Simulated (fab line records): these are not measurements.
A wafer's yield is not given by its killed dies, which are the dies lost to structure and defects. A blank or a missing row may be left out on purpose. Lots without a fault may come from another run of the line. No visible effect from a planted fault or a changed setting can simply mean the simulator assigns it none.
fab line records	flow sky130
[record] lots = 6	wafers = 18	lastDay = 49
route steps=708 shown LOCAL_INTERCONNECT@394 CONTACT@406 PAD_OPEN@708
lots that met no fault: taken from a fault-free run of the same line
startH: the number of hours between the record's first day and the start of the first shown wafer of the lot	waitH: hours elapsed since this lot's preceding step	" repeats the value in the row above	L1.1+2: several wafers, shown together as one row	- no value, or no start given	* or withheld: withheld	< > ~ a bound
route shown NAME@n: a module of which the file shows steps, and the number in the route of the first	usual: mean/standard deviation taken from wafers without a fault	same: alike in all rows	chamber/n: place in a boat	sites: the reading at each site	_std_site: standard deviation of those values	_edge_site: the outer-site mean with the inner-site mean subtracted	radiusMm: for every site, how far away it sits from the centre of the wafer	mask NAME#n: copy n	behind: the last tool/chamber to shape the wafer	hold: cause of the lot's hold/its duration in hours/its outcome	device: which transistor (n, p or np) failed to switch	end of line: the same wafers' tests at the end of the route	a step without rows: its recipe alone	killed: count of dies lost to structure and defects at first sort (not the wafer's yield)	map: per-die view of a wafer (x killed, . not killed, _ where there is no die)
set.NAME: the run value of the setting; set.NAME@STEP: its run value at that earlier step	model.NAME: the simulator's own value behind a step, which no gauge read
lots at selected steps of the route; one table per step, one row per wafer
services: from which hour (startH, from the record's first day; less than 0 if before it) a tool's chamber was out of use, for how many hours, and why
[[steps]]
[step SKY_LOCAL_INTERCONNECT_SOFTBAKE_07]
[recipe] tempC = 100	timeS = 90	resist = KrF-thick
[step SKY_LOCAL_INTERCONNECT_EXPOSE_08]
[recipe] maskId = LI1M	na = 0.8	sourceShape = annular	sigmaInner = 0.55	sigmaOuter = 0.85	targetCdNm = 170	doseMj = 28
[step SKY_LOCAL_INTERCONNECT_PEB_09]
[recipe] pebTempC = withheld	pebTimeS = withheld	resist = KrF-thick
[step SKY_LOCAL_INTERCONNECT_DEVELOP_10]
[recipe] developTimeS = 60	resist = KrF-thick	devTempC = 21
[step SKY_LOCAL_INTERCONNECT_CD_MEAS_11]
[recipe] targetCdNm = 170
[usual] cdNm = 170.2/1.7
lot.wafer	tool	chamber	startH	waitH	cdNm
L629.2	cdSem-02	-	721.91	-	167.3
L629.4	"	-	"	"	167.1
L629.5	"	-	"	"	167.0
L630.1	cdSem-01	-	722.03	-	169.5
L630.3	"	-	"	"	170.7
L630.4	"	-	"	"	169.1
L636.4	cdSem-02	-	763.99	-	169.3
L636.5	"	-	"	"	168.4
L636.6	"	-	"	"	166.6
L638.3	cdSem-02	-	779.61	-	172.9
L638.4	"	-	"	"	172.0
L638.5	"	-	"	"	173.2
L643.1	cdSem-01	-	814.68	-	169.3
L643.2	"	-	"	"	169.0
L643.5	"	-	"	"	169.1
L647.2	cdSem-02	-	848.95	-	170.6
L647.3	"	-	"	"	169.0
L647.5	"	-	"	"	170.4
[step SKY_LOCAL_INTERCONNECT_OVL_MEAS_12]
[usual] LOCAL_INTERCONNECT_OVL = -5/5.2
lot.wafer	tool	chamber	startH	waitH	LOCAL_INTERCONNECT_OVL[nm]
L629.2	overlay-01	-	722.02	0.1	-4
L629.4	"	-	"	"	-5
L629.5	"	-	"	"	-3
L630.1	overlay-02	-	722.15	0.1	-1
L630.3	"	-	"	"	-3
L630.4	"	-	"	"	-5
L636.4	overlay-01	-	764.07	0.1	6
L636.5	"	-	"	"	-3
L636.6	"	-	"	"	-3
L638.3	overlay-01	-	779.70	0.1	-10
L638.4	"	-	"	"	-7
L638.5	"	-	"	"	-4
L643.1	overlay-01	-	814.80	0.1	-7
L643.2	"	-	"	"	-5
L643.5	"	-	"	"	-8
L647.2	overlay-01	-	849.06	0.1	0
L647.3	"	-	"	"	4
L647.5	"	-	"	"	8
[step SKY_LOCAL_INTERCONNECT_ETCH_13]
[recipe] chemistry = N2/H2	target = BARC	ionEnergyEv = 200	biasW = 100	pressureMtorr = 30	n2FlowSccm = 100	h2FlowSccm = 200	icpW = 500	stopOn = SiO2	timeS = 45.9	targetDepthA = 600
[usual] drypumpMotorCurrentA = 5.6/0.52	oesProductAu = 0.854/0.0051	throttleValvePct = 13.226/0.0086
lot.wafer	tool	chamber	startH	waitH	drypumpMotorCurrentA	oesProductAu	rfHoursCounterH	throttleValvePct
L629.2	rieMetal-04	1	722.05	0.0	6.2	0.854	2	13.233
L629.4	"	0	"	"	6.6	0.859	-	13.242
L629.5	"	0	"	"	6.6	0.849	-	13.230
L630.1	rieMetal-01	1	722.19	0.0	5.8	0.849	7	13.243
L630.3	"	0	"	"	5.5	0.851	-	13.222
L630.4	"	1	"	"	5.8	0.856	-	13.222
L636.4	rieMetal-01	1	764.11	0.0	5.8	0.852	-	13.218
L636.5	"	0	"	"	5.5	0.858	-	13.214
L636.6	"	1	"	"	5.8	0.855	-	13.220
L638.3	rieMetal-01	1	779.75	0.0	5.8	0.850	-	13.217
L638.4	"	0	"	"	5.5	0.853	-	13.240
L638.5	"	1	"	"	5.8	0.860	-	13.229
L643.1	rieMetal-04	1	814.84	0.0	6.1	0.846	5	13.212
L643.2	"	0	"	"	6.6	0.858	13	13.225
L643.5	"	0	"	"	6.6	0.855	-	13.229
L647.2	rieMetal-01	1	849.09	0.0	5.9	0.858	12	13.223
L647.3	"	0	"	"	5.5	0.861	-	13.212
L647.5	"	1	"	"	5.8	0.857	-	13.231
[step SKY_LOCAL_INTERCONNECT_METAL_ETCH_14]
[recipe] targetDepthNm = 110	stopOn = PSG	chemistry = Cl2/BCl3	target = TiN	resistSidewallDeg = 88	pressureMtorr = 10	icpW = 900	biasW = 48.5	Cl2_flow_sccm = 60	bcl3FlowSccm = 30	timeS = 31.4
[usual] bcl3FlowSccm = 30.01/0.093	drypumpMotorCurrentA = 5.6/0.52	oesProductAu = 0.954/0.0084	throttleValvePct = 21.893/0.0094
lot.wafer	tool	chamber	startH	waitH	bcl3FlowSccm	drypumpMotorCurrentA	oesProductAu	rfHoursCounterH	throttleValvePct
L629.2	rieMetal-04	1	722.11	0.0	30.05	6.2	0.952	2	21.893
L629.4	"	0	"	"	29.99	6.6	0.943	-	21.893
L629.5	"	0	"	"	29.91	6.6	0.940	-	21.897
L630.1	rieMetal-01	1	722.25	0.0	30.17	5.8	0.942	7	21.914
L630.3	"	0	"	"	30.10	5.5	0.938	-	21.914
L630.4	"	1	"	"	30.17	5.8	0.939	-	21.885
L636.4	rieMetal-01	1	764.17	0.0	30.02	5.8	0.956	-	21.898
L636.5	"	0	"	"	29.84	5.5	0.949	-	21.890
L636.6	"	1	"	"	29.93	5.8	0.947	-	21.889
L638.3	rieMetal-01	1	779.81	0.0	30.02	5.8	0.953	-	21.893
L638.4	"	0	"	"	30.05	5.5	0.946	-	21.889
L638.5	"	1	"	"	29.96	5.8	0.955	-	21.890
L643.1	rieMetal-04	1	814.90	0.0	30.04	6.1	0.943	5	21.907
L643.2	"	0	"	"	30.03	6.6	0.949	13	21.889
L643.5	"	0	"	"	29.98	6.6	0.945	-	21.903
L647.2	rieMetal-01	1	849.15	0.0	30.06	5.8	0.941	12	21.898
L647.3	"	0	"	"	30.10	5.5	0.950	-	21.906
L647.5	"	1	"	"	30.10	5.8	0.952	-	21.902
[step SKY_LOCAL_INTERCONNECT_STRIP_15]
[recipe] chemistry = O2/N2	powerW = 1400	pressureMtorr = 1500	platenTempC = withheld	o2FlowSccm = 3000	n2FlowSccm = 300	overashFraction = 0.5
[step SKY_LOCAL_INTERCONNECT_STRIP_16]
[recipe] chemistry = postEtchResidueRemover	timeS = 1200	tempC = 72.5
[step SKY_LOCAL_INTERCONNECT_CLEAN_17]
[recipe] chemistry = IPA	timeS = 180	tempC = 25
[step SKY_LOCAL_INTERCONNECT_CLEAN_18]
[recipe] chemistry = O3/DIW	dry = n2Spin
[step SKY_CONTACT_CVD_00]
[recipe] material = Si3N4	targetThkNm = 75	tempC = 400	timeS = withheld	rfW = 450
[usual] heaterPowerW = 719/92
lot.wafer	tool	chamber	startH	waitH	heaterPowerW
L629.2	pecvd-04	1	722.75	0.0	823
L629.4	"	1	"	"	841
L629.5	"	0	"	"	703
L630.1	pecvd-03	2	722.89	0.0	775
L630.3	"	0	"	"	737
L630.4	"	0	"	"	725
L636.4	pecvd-02	1	764.81	0.0	648
L636.5	"	0	"	"	798
L636.6	"	2	"	"	787
L638.3	pecvd-03	0	780.48	0.0	737
L638.4	"	0	"	"	733
L638.5	"	2	"	"	710
L643.1	pecvd-03	2	815.59	0.0	699
L643.2	"	1	"	"	639
L643.5	"	1	"	"	646
L647.2	pecvd-02	2	849.81	0.0	841
L647.3	"	1	"	"	612
L647.5	"	0	"	"	721
[step SKY_CONTACT_THK_MEAS_01]
[recipe] reads = Si3N4_of_CONTACT_CVD_00
[usual] CONTACT_CVD_00_THK = 75.3/1.2
lot.wafer	tool	chamber	startH	waitH	hold	CONTACT_CVD_00_THK[nm]
L629.2	filmMetro-04	-	722.80	-	-	74.8
L629.4	"	-	"	"	-	76.2
L629.5	"	-	"	"	-	75.7
L630.1	filmMetro-04	-	722.93	-	-	72.0
L630.3	"	-	"	"	-	72.8
L630.4	"	-	"	"	-	74.7
L636.4	filmMetro-03	-	764.86	-	-	74.6
L636.5	"	-	"	"	-	76.9
L636.6	"	-	"	"	-	76.5
L638.3	filmMetro-02	-	780.53	-	awaitDispo/0.2h/release	58.4
L638.4	"	-	"	"	awaitDispo/0.2h/release	59.4
L638.5	"	-	"	"	awaitDispo/0.2h/release	59.2
L638.3	filmMetro-02	-	780.76	0.2	-	58.4
L638.4	"	-	"	"	-	59.4
L638.5	"	-	"	"	-	59.2
L643.1	filmMetro-03	-	815.62	-	awaitDispo/0.2h/release	57.1
L643.2	"	-	"	"	awaitDispo/0.2h/release	57.1
L643.5	"	-	"	"	awaitDispo/0.2h/release	58.9
L643.1	filmMetro-03	-	815.85	0.2	-	57.0
L643.2	"	-	"	"	-	57.1
L643.5	"	-	"	"	-	58.9
L647.2	filmMetro-03	-	849.85	-	-	76.5
L647.3	"	-	"	"	-	75.2
L647.5	"	-	"	"	-	76.9
[step SKY_CONTACT_THK_MEAS_03]
[recipe] reads = SiO2_of_CONTACT_HDPCVD_02
[usual] CONTACT_HDPCVD_THK = 568/5.6
lot.wafer	tool	chamber	startH	waitH	CONTACT_HDPCVD_THK[nm]
L629.2	filmMetro-02	-	722.92	0.0	568
L629.4	"	-	"	"	570
L629.5	"	-	"	"	571
L630.1	filmMetro-03	-	723.05	0.0	568
L630.3	"	-	"	"	570
L630.4	"	-	"	"	569
L636.4	filmMetro-02	-	764.99	0.0	566
L636.5	"	-	"	"	564
L636.6	"	-	"	"	563
L638.3	filmMetro-04	-	782.63	0.1	574
L638.4	"	-	"	"	567
L638.5	"	-	"	"	565
L643.1	filmMetro-04	-	819.32	0.0	577
L643.2	"	-	"	"	562
L643.5	"	-	"	"	563
L647.2	filmMetro-02	-	849.98	0.0	575
L647.3	"	-	"	"	574
L647.5	"	-	"	"	562
[step SKY_CONTACT_CMP_04]
[recipe] material = SiO2	downForcePsi = 4	platenRpm = 60	padVelocityMS = 0.94248
[usual] motorCurrentA = 11.8/1.1	timeToEndpointS = 83/3.9
lot.wafer	tool	chamber	startH	waitH	motorCurrentA	timeToEndpointS
L629.4	cmp-01	1	723.07	0.1	11.1	83
L629.2	"	2	"	"	12.2	86
L629.5	"	0	"	"	12.9	85
L630.4	cmp-01	1	723.27	0.2	11.4	76
L630.1	"	3	"	"	11.9	80
L630.3	"	0	"	"	12.9	81
L636.4	cmp-01	2	765.12	0.1	11.2	90
L636.6	"	0	"	"	12.8	81
L636.5	"	1	"	"	11.0	86
L638.3	cmp-01	2	783.23	0.6	11.8	92
L638.4	"	0	"	"	12.6	85
L638.5	"	2	"	"	11.3	87
L643.2	cmp-02	0	819.38	0.0	10.2	80
L643.1	"	1	"	"	11.7	88
L643.5	"	0	"	"	10.2	78
L647.3	cmp-01	3	850.08	0.1	12.2	82
L647.2	"	1	"	"	11.6	84
L647.5	"	2	"	"	11.2	84
[step SKY_CONTACT_BOW_MEAS_05]
[recipe] mode = bow
[usual] CONTACT_BOW = 84/6.7
lot.wafer	tool	chamber	startH	waitH	CONTACT_BOW[um]
L629.2	filmMetro-02	-	723.29	0.1	80
L629.4	"	-	"	"	86
L629.5	"	-	"	"	77
L630.1	filmMetro-02	-	723.57	0.1	75
L630.3	"	-	"	"	85
L630.4	"	-	"	"	86
L636.4	filmMetro-03	-	765.38	0.2	81
L636.5	"	-	"	"	83
L636.6	"	-	"	"	77
L638.3	filmMetro-03	-	783.57	0.3	91
L638.4	"	-	"	"	96
L638.5	"	-	"	"	90
L643.1	filmMetro-03	-	819.70	0.2	80
L643.2	"	-	"	"	68
L643.5	"	-	"	"	86
L647.2	filmMetro-03	-	850.35	0.1	82
L647.3	"	-	"	"	98
L647.5	"	-	"	"	75
[step SKY_CONTACT_DEHYDRATE_06]
[recipe] tempC = 200	timeS = 60
[step SKY_CONTACT_HMDS_07]
[recipe] primeTimeS = 60	primeTempC = 120
[step SKY_CONTACT_COAT_08]
[recipe] resist = BARC	tempC = withheld	timeS = withheld	spinRpm = 3000	resistThkNm = 60
[step SKY_CONTACT_COAT_09]
[recipe] resist = KrF-thick	spinRpm = 3000	resistThkNm = 450
[step SKY_CONTACT_SOFTBAKE_10]
[recipe] tempC = 100.6	timeS = 90	resist = KrF-thick
[step SKY_CONTACT_EXPOSE_11]
[recipe] maskId = CTM1	na = 0.8	sourceShape = annular	sigmaInner = 0.55	sigmaOuter = 0.85	targetCdNm = 170	doseMj = 38
[step SKY_CONTACT_PEB_12]
[recipe] pebTempC = withheld	pebTimeS = withheld	resist = KrF-thick
[step SKY_CONTACT_DEVELOP_13]
[recipe] developTimeS = 58.23	resist = KrF-thick	devTempC = 21
[step SKY_CONTACT_CD_MEAS_14]
[recipe] targetCdNm = 170
[usual] cdNm = 170.0/1.6
lot.wafer	tool	chamber	startH	waitH	cdNm
L629.2	cdSem-02	-	750.85	-	170.3
L629.4	"	-	"	"	171.1
L629.5	"	-	"	"	171.2
L630.1	cdSem-02	-	751.48	-	171.2
L630.3	"	-	"	"	172.6
L630.4	"	-	"	"	171.9
L636.4	cdSem-02	-	791.79	-	172.2
L636.5	"	-	"	"	171.3
L636.6	"	-	"	"	172.5
L638.3	cdSem-01	-	806.92	-	170.8
L638.4	"	-	"	"	171.7
L638.5	"	-	"	"	170.6
L643.1	cdSem-01	-	841.58	-	166.6
L643.2	"	-	"	"	168.1
L643.5	"	-	"	"	167.2
L647.2	cdSem-02	-	876.10	-	169.4
L647.3	"	-	"	"	170.8
L647.5	"	-	"	"	169.3
[step SKY_CONTACT_OVL_MEAS_15]
[usual] CONTACT_OVL = -1/5
lot.wafer	tool	chamber	startH	waitH	CONTACT_OVL[nm]
L629.2	overlay-01	-	750.96	0.1	-2
L629.4	"	-	"	"	-1
L629.5	"	-	"	"	-3
L630.1	overlay-01	-	751.60	0.1	-4
L630.3	"	-	"	"	5
L630.4	"	-	"	"	7
L636.4	overlay-01	-	791.87	0.1	1
L636.5	"	-	"	"	-1
L636.6	"	-	"	"	7
L638.3	overlay-02	-	807.02	0.1	7
L638.4	"	-	"	"	8
L638.5	"	-	"	"	2
L643.1	overlay-01	-	841.70	0.1	6
L643.2	"	-	"	"	9
L643.5	"	-	"	"	3
L647.2	overlay-02	-	876.21	0.1	3
L647.3	"	-	"	"	3
L647.5	"	-	"	"	7
[step SKY_CONTACT_ETCH_16]
[recipe] chemistry = N2/H2	target = BARC	ionEnergyEv = 200	sourceW = 500	biasW = 100	pressureMtorr = 30	n2FlowSccm = 100	h2FlowSccm = 200	stopOn = SiO2	timeS = 45.9	targetDepthA = 600
[usual] drypumpMotorCurrentA = 5.8/0.4	oesProductAu = 0.854/0.0048	throttleValvePct = 13.226/0.0085
lot.wafer	tool	chamber	startH	waitH	drypumpMotorCurrentA	oesProductAu	rfHoursCounterH	throttleValvePct
L629.2	rieDiel-01	1	750.99	0.0	5.6	0.843	13	13.209
L629.4	"	2	"	"	5.4	0.858	57	13.217
L629.5	"	2	"	"	5.4	0.862	-	13.225
L630.1	rieDiel-01	2	751.64	0.0	5.4	0.859	58	13.215
L630.3	"	1	"	"	5.6	0.844	13	13.238
L630.4	"	0	"	"	6.0	0.854	1	13.231
L636.4	rieDiel-01	1	791.89	0.0	5.6	0.845	15	13.211
L636.5	"	0	"	"	6.0	0.859	-	13.229
L636.6	"	3	"	"	5.1	0.855	-	13.227
L638.3	rieDiel-01	0	807.04	0.0	6.0	0.850	3	13.235
L638.4	"	3	"	"	5.1	0.859	4	13.210
L638.5	"	3	"	"	5.1	0.852	-	13.228
L643.1	rieDiel-01	3	841.73	0.0	5.1	0.859	5	13.231
L643.2	"	2	"	"	5.4	0.858	2	13.222
L643.5	"	1	"	"	5.6	0.860	-	13.218
L647.2	rieDiel-01	3	876.24	0.0	5.1	0.851	7	13.222
L647.3	"	2	"	"	5.4	0.846	3	13.230
L647.5	"	3	"	"	5.1	0.860	-	13.219
[step SKY_CONTACT_ETCH_17]
[recipe] target = SiO2	chemistry = C4F8/O2/Ar	stopOn = Si3N4	maskMaterial = KrF-thick	sourceW = 1500	biasW = 1200	pressureMtorr = 40	c4f8FlowSccm = withheld	O2_flow_sccm = 6	Ar_flow_sccm = 300	timeS = withheld	targetDepthA = 3400
[usual] oesProductAu = 0.893/0.0049
lot.wafer	tool	chamber	startH	waitH	oesProductAu
L629.2	rieDiel-01	1	751.03	0.0	0.894
L629.4	"	2	"	"	0.889
L629.5	"	2	"	"	0.887
L630.1	rieDiel-01	2	751.68	0.0	0.891
L630.3	"	1	"	"	0.898
L630.4	"	0	"	"	0.891
L636.4	rieDiel-01	1	791.93	0.0	0.892
L636.5	"	0	"	"	0.902
L636.6	"	3	"	"	0.902
L638.3	rieDiel-01	0	807.08	0.0	0.901
L638.4	"	3	"	"	0.897
L638.5	"	3	"	"	0.882
L643.1	rieDiel-01	3	841.78	0.0	0.893
L643.2	"	2	"	"	0.884
L643.5	"	1	"	"	0.898
L647.2	rieDiel-01	3	876.28	0.0	0.895
L647.3	"	2	"	"	0.892
L647.5	"	3	"	"	0.892
[step SKY_CONTACT_ETCH_18]
[recipe] target = Si3N4	chemistry = CHF3/O2	stopOn = TiN	sourceW = 600	biasW = 200	pressureMtorr = 40	chf3FlowSccm = 50	O2_flow_sccm = 5	timeS = 39	targetDepthA = 750
[usual] drypumpMotorCurrentA = 5.8/0.4	oesProductAu = 0.856/0.008	throttleValvePct = 8.793/0.009
lot.wafer	tool	chamber	startH	waitH	drypumpMotorCurrentA	oesProductAu	rfHoursCounterH	throttleValvePct
L629.2	rieDiel-01	1	-	-	5.6	0.850	13	8.796
L629.4	"	2	"	"	5.4	0.863	57	8.788
L629.5	"	2	"	"	5.4	0.851	-	8.796
L630.1	rieDiel-01	2	-	-	5.4	0.834	58	8.775
L630.3	"	1	"	"	5.6	0.839	13	8.795
L630.4	"	0	"	"	5.9	0.854	1	8.793
L636.4	rieDiel-01	1	-	-	5.6	0.858	15	8.769
L636.5	"	0	"	"	6.0	0.866	-	8.782
L636.6	"	3	"	"	5.1	0.865	-	8.805
L638.3	rieDiel-01	0	-	-	5.9	0.749	3	8.764
L638.4	"	3	"	"	5.1	0.759	4	8.778
L638.5	"	3	"	"	5.1	0.759	-	8.767
L643.1	rieDiel-01	3	-	-	5.1	0.749	5	8.760
L643.2	"	2	"	"	5.4	0.737	2	8.767
L643.5	"	1	"	"	5.6	0.751	-	8.761
L647.2	rieDiel-01	3	-	-	5.1	0.860	7	8.787
L647.3	"	2	"	"	5.4	0.859	3	8.805
L647.5	"	3	"	"	5.1	0.867	-	8.806
[step SKY_CONTACT_STRIP_19]
[recipe] chemistry = O2/N2	powerW = 1400	pressureMtorr = 1500	platenTempC = withheld	o2FlowSccm = 3000	n2FlowSccm = 300	overashFraction = 0.5
[step SKY_PAD_OPEN_PROBE_99]
[usual] killed_at_M0_to_M3 = 45/6.8	killed_at_M4_up = 3.1/2	killedAtContacts = 23/5.2	killedAtFrontEnd = 14/3.7	killedAtOther = 0.3/0.61	killedDies = 86/9	killedOpen = 46/6.9	killedShort = 39/6.4
[same] grossDies = 492	killedAtBackSide = 0
lot.wafer	tool	chamber	startH	waitH	killed_at_M0_to_M3	killed_at_M4_up	killedAtContacts	killedAtFrontEnd	killedAtOther	killedDies	killedOpen	killedShort
L629.2	prober-01	-	1085.48	0.1	36	0	26	13	0	75	42	33
L629.4	prober-01	-	1085.58	0.2	34	2	19	11	0	66	35	31
L629.5	prober-01	-	1085.63	0.2	44	3	28	4	1	80	44	36
L630.1	prober-02	-	1086.83	0.1	42	7	22	15	1	87	46	41
L630.3	prober-02	-	1086.93	0.2	45	1	27	14	0	87	48	39
L630.4	prober-02	-	1086.98	0.2	40	3	23	11	0	77	45	32
L638.3	prober-02	-	1127.39	0.2	43	3	26	16	0	88	37	50
L638.4	prober-02	-	1127.44	0.2	48	6	22	17	0	93	44	45
L638.5	prober-02	-	1127.49	0.2	39	3	21	13	2	78	43	34
L643.1	prober-01	-	1153.76	0.1	52	2	17	19	0	90	50	39
L643.2	prober-01	-	1153.81	0.1	52	3	26	12	0	93	38	52
L643.5	prober-01	-	1153.96	0.2	46	3	28	16	1	94	50	41
L647.2	prober-01	-	1175.86	0.1	47	5	23	13	0	88	58	29
L647.3	prober-01	-	1175.91	0.2	41	3	31	13	0	88	48	40
L647.5	prober-01	-	1176.01	0.2	34	2	25	12	0	73	37	36
// killed by level:class
L629.2 LI_CONTACT:geometricParticle:open=10 VIA1:geometricParticle:open=9 CONTACT:geometricParticle:open=8 VIA1:geometricParticle:short=6 METAL1:geometricParticle:short=5 FIELD_ISO:geometricParticle:open=4 FIELD_ISO:geometricParticle:short=4 METAL3:geometricParticle:short=4
L629.4 VIA1:geometricParticle:open=10 CONTACT:geometricParticle:open=7 CONTACT:geometricParticle:short=4 METAL1:geometricParticle:short=4 VIA2:geometricParticle:open=4 FIELD_ISO:geometricParticle:open=3 POLY_GATE:geometricParticle:open=3 VIA2:geometricParticle:short=3
L629.5 VIA1:geometricParticle:open=13 CONTACT:geometricParticle:open=11 LI_CONTACT:geometricParticle:open=7 LOCAL_INTERCONNECT:geometricParticle:short=7 VIA1:geometricParticle:short=6 VIA3:geometricParticle:short=6 VIA2:geometricParticle:open=5 METAL1:geometricParticle:short=4
L630.1 VIA1:geometricParticle:open=9 CONTACT:geometricParticle:open=7 METAL2:geometricParticle:short=7 VIA2:geometricParticle:open=6 POLY_GATE:geometricParticle:short=5 LI_CONTACT:geometricParticle:open=5 VIA3:geometricParticle:open=5 VIA1:geometricParticle:short=5
L630.3 VIA1:geometricParticle:open=14 CONTACT:geometricParticle:open=8 VIA1:geometricParticle:short=7 VIA3:geometricParticle:open=7 METAL1:geometricParticle:short=6 LI_CONTACT:geometricParticle:open=5 POLY_GATE:geometricParticle:short=4 LI_CONTACT:geometricParticle:short=4
L630.4 VIA1:geometricParticle:open=11 LI_CONTACT:geometricParticle:open=10 CONTACT:geometricParticle:open=6 METAL1:geometricParticle:short=6 VIA3:geometricParticle:open=6 CONTACT:geometricParticle:short=4 POLY_GATE:geometricParticle:open=3 METAL4:geometricParticle:short=3
L638.3 CONTACT:geometricParticle:open=10 VIA1:geometricParticle:short=10 VIA1:geometricParticle:open=9 METAL2:geometricParticle:short=7 METAL1:geometricParticle:short=6 LOCAL_INTERCONNECT:geometricParticle:short=5 FIELD_ISO:geometricParticle:short=4 POLY_GATE:geometricParticle:open=4
L638.4 CONTACT:geometricParticle:open=11 VIA2:geometricParticle:short=10 METAL1:geometricParticle:short=9 FIELD_ISO:geometricParticle:open=7 VIA1:geometricParticle:open=7 LI_CONTACT:geometricParticle:open=5 METAL2:geometricParticle:short=5 FIELD_ISO:geometricParticle:short=4
L638.5 VIA1:geometricParticle:open=8 VIA3:geometricParticle:open=7 CONTACT:geometricParticle:open=7 LOCAL_INTERCONNECT:geometricParticle:short=6 LI_CONTACT:geometricParticle:open=5 METAL1:geometricParticle:short=5 VIA2:geometricParticle:short=5 VIA2:geometricParticle:open=5
L643.1 VIA3:geometricParticle:open=9 VIA1:geometricParticle:open=8 CONTACT:geometricParticle:open=7 VIA2:geometricParticle:open=7 FIELD_ISO:geometricParticle:short=5 METAL2:geometricParticle:short=5 METAL3:geometricParticle:short=5 FIELD_ISO:geometricParticle:open=4
L643.2 VIA1:geometricParticle:open=12 VIA1:geometricParticle:short=11 CONTACT:geometricParticle:open=8 METAL1:geometricParticle:short=8 LOCAL_INTERCONNECT:geometricParticle:short=7 VIA3:geometricParticle:open=5 LI_CONTACT:geometricParticle:open=4 VIA2:geometricParticle:open=4
L643.5 VIA1:geometricParticle:open=12 CONTACT:geometricParticle:open=8 VIA2:geometricParticle:open=8 CONTACT:geometricParticle:short=7 METAL1:geometricParticle:short=7 VIA3:geometricParticle:open=7 METAL2:geometricParticle:short=6 FIELD_ISO:geometricParticle:short=5
L647.2 VIA1:geometricParticle:open=13 CONTACT:geometricParticle:open=11 VIA3:geometricParticle:open=8 LI_CONTACT:geometricParticle:open=6 VIA2:geometricParticle:open=5 POLY_GATE:geometricParticle:open=4 VIA1:geometricParticle:short=4 METAL2:geometricParticle:short=4
L647.3 VIA1:geometricParticle:open=11 CONTACT:geometricParticle:open=8 LI_CONTACT:geometricParticle:open=6 CONTACT:geometricParticle:short=6 POLY_GATE:geometricParticle:open=5 LI_CONTACT:geometricParticle:short=5 LOCAL_INTERCONNECT:geometricParticle:short=5 VIA3:geometricParticle:open=5
L647.5 CONTACT:geometricParticle:open=10 VIA1:geometricParticle:open=8 CONTACT:geometricParticle:short=7 METAL1:geometricParticle:short=5 VIA1:geometricParticle:short=5 VIA2:geometricParticle:open=5 LOCAL_INTERCONNECT:geometricParticle:short=4 VIA3:geometricParticle:short=4
[[services]]
tool	chamber	startH	hours	kind
rieMetal-01	0	702.32	2.2	repair
rieDiel-01	0	705.27	-	clean
cmp-02	-	710.57	4.5	repair
cmp-01	-	721.15	1.1	repair
rieDiel-01	3	725.85	23.6	repair
pecvd-02	0	726.52	6.9	repair
cmp-02	-	727.10	2.1	repair
rieMetal-04	-	727.61	1.1	repair
rieDiel-01	2	730.21	7.1	repair
cmp-02	-	744.00	4.0	pm
pecvd-03	-	754.90	0.7	repair
pecvd-04	-	755.01	1.0	repair
rieDiel-01	2	761.54	5.8	repair
pecvd-02	-	771.01	1.2	repair
pecvd-02	-	775.69	0.5	repair
pecvd-04	0	776.80	4.3	repair
pecvd-02	-	793.48	1.1	repair
rieMetal-04	-	797.90	0.3	repair
cmp-01	-	798.30	0.3	repair
pecvd-02	2	805.33	17.7	repair
pecvd-02	-	807.72	0.7	repair
cmp-02	-	825.05	0.8	repair
rieDiel-01	-	833.09	2.8	pm
rieDiel-01	0	856.44	22.0	repair
[[key]]
[firstSign] step = SKY_CONTACT_THK_MEAS_01	reading = visit	direction = added
[effect] step = SKY_CONTACT_THK_MEAS_01	reading = CONTACT_CVD_00_THK	direction = down	sigmas = 14	usual = 75.3	struck = 58.4
[effect] step = SKY_CONTACT_ETCH_18	reading = oesProductAu	direction = down	sigmas = 13	usual = 0.856	struck = 0.751
metAt SKY_CONTACT_CVD_00
struckWafers L638.3,L638.4,L638.5,L643.1,L643.2,L643.5
testerLeftOut L638,L643
onsetBetween 722.89 780.48
[fault] kind = siteProfileDrift	tool = pecvd-03	chamber = -	onsetH = 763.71	steps = SKY_CONTACT_CVD_00	basis = fraction	maxAbsDrift = 0.49445	slopeSharePerHr = 109.88	sitePattern = 0,0,0,0,0,-1,-1,-1,-1
// testerLeftOut: of these lots the tester's yield and bins aren't shown, on N5 and GAA mostly nor the transistor test; their killed dies are dies lost to structure and defects alone, not to doping, threshold or leakage, so they don't give the yield
